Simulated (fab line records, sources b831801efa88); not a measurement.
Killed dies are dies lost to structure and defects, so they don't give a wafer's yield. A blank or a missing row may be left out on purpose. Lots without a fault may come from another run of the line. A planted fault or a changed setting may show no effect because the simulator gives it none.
Chamber matching | flow sky130 | SKY_PAD_OPEN_ETCH_07 on rie_diel-04: 4 sister chambers
The step etches the open film in CF4/O2, stops on AlCu, target depth 725 nm, time 161.1 s. 7 wafers are shown with their chamber, then 7 later ones without.

WAFERS WITH THEIR CHAMBER
wafer  | chamber | drypump_motor_current_A (A) | O2_flow_sccm (sccm)
L084.3 | 2       | 6.4                         | 10.021
L084.4 | 3       | 5.7                         | 9.984
L087.1 | 0       | 5.9                         | 10.062
L087.4 | 2       | 6.3                         | 10.017
L087.5 | 1       | 6.0                         | 9.958
L093.3 | 0       | 5.8                         | 10.037
L093.4 | 1       | 5.9                         | 10.029

WAFERS WITHOUT THEIR CHAMBER
wafer  | drypump_motor_current_A (A) | O2_flow_sccm (sccm)
L093.5 | 6.4                         | 10.040
L095.2 | 6.4                         | 10.009
L095.3 | 5.7                         | 10.019
L095.4 | 5.9                         | 10.063
L096.2 | 5.9                         | 10.026
L096.3 | 5.9                         | 10.064
L096.4 | 6.4                         | 10.008

WHICH CHAMBER EACH WENT THROUGH
wafer  | from the rows above     | in truth
L093.5 | 2                       | 2
L095.2 | 2                       | 2
L095.3 | can't be placed: 3 or 0 | 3
L095.4 | can't be placed: 0 or 1 | 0
L096.2 | can't be placed: 0 or 1 | 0
L096.3 | can't be placed: 0 or 1 | 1
L096.4 | 2                       | 2
Placed correctly: 3 of 7. Can't be placed from these rows: 4 (the true chamber is among the candidates in 4). Placed wrongly: 0.
How it was worked out, from the rows above alone: a wafer's distance from a chamber is the root of the sum, over the readings, of the square of ((its reading less the chamber's mean) divided by the reading's scatter). The wafer belongs to the nearest chamber; if the next one is less than 2 further off, it can't be placed. A chamber's mean is the mean of its shown wafers. The scatter: the root of (the sum of the squares of (reading less its chamber's mean) over the shown wafers, divided by (wafers less chambers)).
